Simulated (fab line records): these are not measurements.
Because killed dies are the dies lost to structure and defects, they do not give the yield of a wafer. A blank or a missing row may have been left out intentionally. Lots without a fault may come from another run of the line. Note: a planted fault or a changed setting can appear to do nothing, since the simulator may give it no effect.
Which tool was responsible? ; flow sky130 ; Sampling: 11 lots, 33 wafers, 6 of 708 route steps

## WHAT THE GAUGES SHOWED, per wafer
SKY_SONOS_TUNNEL_TW_MEAS_12. Usual: SONOS_TUNNEL_TW 199, standard deviation 3.1.
lot;measured;on;SONOS_TUNNEL_TW;flag
L300;day 12 03:44;filmMetro-01;203 202 202;
L301;day 12 08:46;filmMetro-03;199 198 198;
L302;day 12 18:19;filmMetro-04;197 197 197;
L304;day 13 11:29;filmMetro-04;193 193 194;
L306;day 14 01:16;filmMetro-03;198 198 200;
L308;day 14 22:40;filmMetro-03;198 199 199;
L309;day 15 03:16;filmMetro-01;203 203 202;
L310;day 15 08:17;filmMetro-01;203 203 203;
L311;day 15 15:47;filmMetro-04;196 195 195;
L314;day 16 14:16;filmMetro-03;199 199 200;
L321;day 18 20:24;filmMetro-03;199 199 198;

SKY_LDD_HVN_TW_MEAS_10. Usual: LDD_HVN_TW 1432, standard deviation 12.
lot;measured;on;LDD_HVN_TW;flag
L300;day 21 00:32;filmMetro-04;1425 1424 1431;
L301;day 21 08:35;filmMetro-04;1437 1426 1435;
L302;day 21 23:23;filmMetro-04;1435 1435 1436;
L304;day 22 11:35;filmMetro-04;1413 1418 1422;
L306;day 23 09:28;filmMetro-03;1441 1446 1444;
L308;day 24 11:09;filmMetro-03;1461 1457 1463;
L309;day 24 13:44;filmMetro-02;1432 1430 1430;
L310;day 24 19:37;filmMetro-04;30 30 30 29 30 30;OFF
L311;day 25 02:11;filmMetro-02;1431 1442 1426;
L314;day 26 04:20;filmMetro-04;1422 1419 1429;
L321;day 28 03:13;filmMetro-03;1437 1450 1449;

SKY_LI_CONTACT_OVL_MEAS_13. Usual: LI_CONTACT_OVL -2 nm, standard deviation 5.2.
lot;measured;on;LI_CONTACT_OVL (nm);flag
L300;day 29 17:59;overlay-01;7 0 5;
L301;day 30 02:16;overlay-01;-14 -3 -2;
L302;day 30 14:58;overlay-01;-7 -9 -9;
L304;day 31 02:34;overlay-01;7 5 5;
L306;day 31 22:46;overlay-01;-6 0 -1;
L308;day 32 21:34;overlay-01;-3 -6 -1;
L309;day 32 22:40;overlay-02;-8 -6 -10;
L311;day 33 10:06;overlay-02;-5 -3 -1;
L314;day 34 08:45;overlay-02;1 2 -4;
L321;day 36 04:51;overlay-02;-2 6 2;

SKY_METAL1_OVL_MEAS_16. Usual: METAL1_OVL 3 nm, standard deviation 5.8.
lot;measured;on;METAL1_OVL (nm);flag
L300;day 33 08:14;overlay-02;6 12 9;
L301;day 33 16:07;overlay-02;6 -6 -3;
L302;day 34 08:55;overlay-01;0 3 2;
L304;day 34 17:17;overlay-01;1 12 10;
L306;day 35 08:59;overlay-01;-5 -5 5;
L308;day 36 07:55;overlay-02;-2 -3 -2;
L309;day 36 09:04;overlay-02;-3 -4 2;
L311;day 36 23:11;overlay-01;7 4 9;
L314;day 37 20:28;overlay-01;11 3 10;
L321;day 39 13:20;overlay-01;3 2 4;

## WHAT TOOL EACH LOT RAN ON (gives the tool, then ch and the chambers of the sampled wafers, and finally the start)
lot;SKY_LDD_P_STRIP_10;SKY_LDD_HVN_STRIP_09
L300;plasmaAsher-02 ch 0,1, day 19 17:53;plasmaAsher-02 ch 0,1, day 21 00:27
L301;plasmaAsher-02 ch 0, day 20 02:08;plasmaAsher-03 ch 0,1, day 21 08:29
L302;plasmaAsher-04 ch 0,1, day 20 16:22;plasmaAsher-02 ch 0,1, day 21 23:17
L304;plasmaAsher-03 ch 0,1, day 21 04:19;plasmaAsher-03 ch 0,1, day 22 11:29
L306;plasmaAsher-02 ch 0,1, day 22 03:14;plasmaAsher-01 ch 0,1, day 23 09:22
L308;plasmaAsher-02 ch 1, day 23 05:42;plasmaAsher-01 ch 0,1, day 24 11:02
L309;plasmaAsher-04 ch 0,1, day 23 08:13;plasmaAsher-01 ch 0,1, day 24 13:38
L310;plasmaAsher-04 ch 0,1, day 23 13:30;plasmaAsher-03 ch 0,1, day 24 19:31
L311;plasmaAsher-02 ch 0, day 23 20:36;plasmaAsher-02 ch 0,1, day 25 02:05
L314;plasmaAsher-02 ch 0,1, day 24 22:45;plasmaAsher-01 ch 0,1, day 26 04:14
L321;plasmaAsher-04 ch 0,1, day 26 22:12;plasmaAsher-03 ch 0,1, day 28 03:07
- SKY_LDD_P_STRIP_10: strips in O2/N2.
- SKY_LDD_HVN_STRIP_09: strips in O2/N2.

## AS READ BY THE TOOLS THEMSELVES (means over the sampled wafers that have a number; for cases with no such wafer, the mark the record gives instead)
SKY_LDD_P_STRIP_10. Usual: drypumpMotorCurrentA 5.9 A, standard deviation 0.39; o2FlowSccm 2999 sccm, standard deviation 7.6; oesProductAu 0.716 a.u., standard deviation 0.0042; stripTimeToEndpointS 14.17 s, standard deviation 0.051.
lot;tool;drypumpMotorCurrentA (A);o2FlowSccm (sccm);oesProductAu (a.u.);stripTimeToEndpointS (s);flag
L300;plasmaAsher-02;5.9;3000;0.712;14.21;
L301;plasmaAsher-02;5.4;2988;0.719;14.18;
L302;plasmaAsher-04;6.1;2995;0.715;14.14;
L304;plasmaAsher-03;5.9;3004;0.720;14.23;
L306;plasmaAsher-02;5.7;2993;0.713;14.17;
L308;plasmaAsher-02;6.2;3000;0.716;14.13;
L309;plasmaAsher-04;6.2;3002;0.717;14.17;
L310;plasmaAsher-04;6.2;2992;0.942;-;OFF
L311;plasmaAsher-02;5.4;3006;0.716;14.15;
L314;plasmaAsher-02;5.7;2999;0.718;14.13;
L321;plasmaAsher-04;6.1;2996;0.716;14.12;

SKY_LDD_HVN_STRIP_09. Usual: drypumpMotorCurrentA 5.9 A, standard deviation 0.45; o2FlowSccm 3000 sccm, standard deviation 9.4; oesProductAu 0.408 a.u., standard deviation 0.0046; stripTimeToEndpointS 4.131 s, standard deviation 0.019.
lot;tool;drypumpMotorCurrentA (A);o2FlowSccm (sccm);oesProductAu (a.u.);stripTimeToEndpointS (s);flag
L300;plasmaAsher-02;6.0;2998;0.410;4.121;
L301;plasmaAsher-03;5.7;2989;0.409;4.151;
L302;plasmaAsher-02;5.7;3011;0.408;4.118;
L304;plasmaAsher-03;5.9;3001;0.404;4.132;
L306;plasmaAsher-01;6.4;3009;0.411;4.107;
L308;plasmaAsher-01;6.4;2999;0.405;4.132;
L309;plasmaAsher-01;6.0;2991;0.410;4.126;
L310;plasmaAsher-03;5.9;2993;0.642;9.968;OFF
L311;plasmaAsher-02;5.7;3001;0.407;4.145;
L314;plasmaAsher-01;6.0;3004;0.408;4.129;
L321;plasmaAsher-03;5.9;3007;0.411;4.132;

## THE ANSWER, worked out from the rows above alone
Rule: a lot counts as off when the mean over its wafers that have a number is more than 3 standard deviations away from the usual mean. A lot without any number at a reading at which 4 lots or more have one is off too. The other lots that the step has rows for count as sound. First the gauges in route order, then the tools' own readings, where a lot's mean is used as printed above. The first step at which some lot is off is used, and at that step the reading that is off furthest; a lot without a number counts as furthest.
Off: L310, seen at SKY_LDD_HVN_TW_MEAS_10 (LDD_HVN_TW).
A tool fits if, at a process step before that reading, it ran every lot that is off, and no sound lot after the first of them. Not tried: the gauges at SKY_LDD_HVN_TW_MEAS_10; whatever is off there is also off at SKY_LDD_P_STRIP_10, on other tools, and gauge error can't account for it. None of those tried fits.

## WHAT THE SIMULATOR HAD PUT IN
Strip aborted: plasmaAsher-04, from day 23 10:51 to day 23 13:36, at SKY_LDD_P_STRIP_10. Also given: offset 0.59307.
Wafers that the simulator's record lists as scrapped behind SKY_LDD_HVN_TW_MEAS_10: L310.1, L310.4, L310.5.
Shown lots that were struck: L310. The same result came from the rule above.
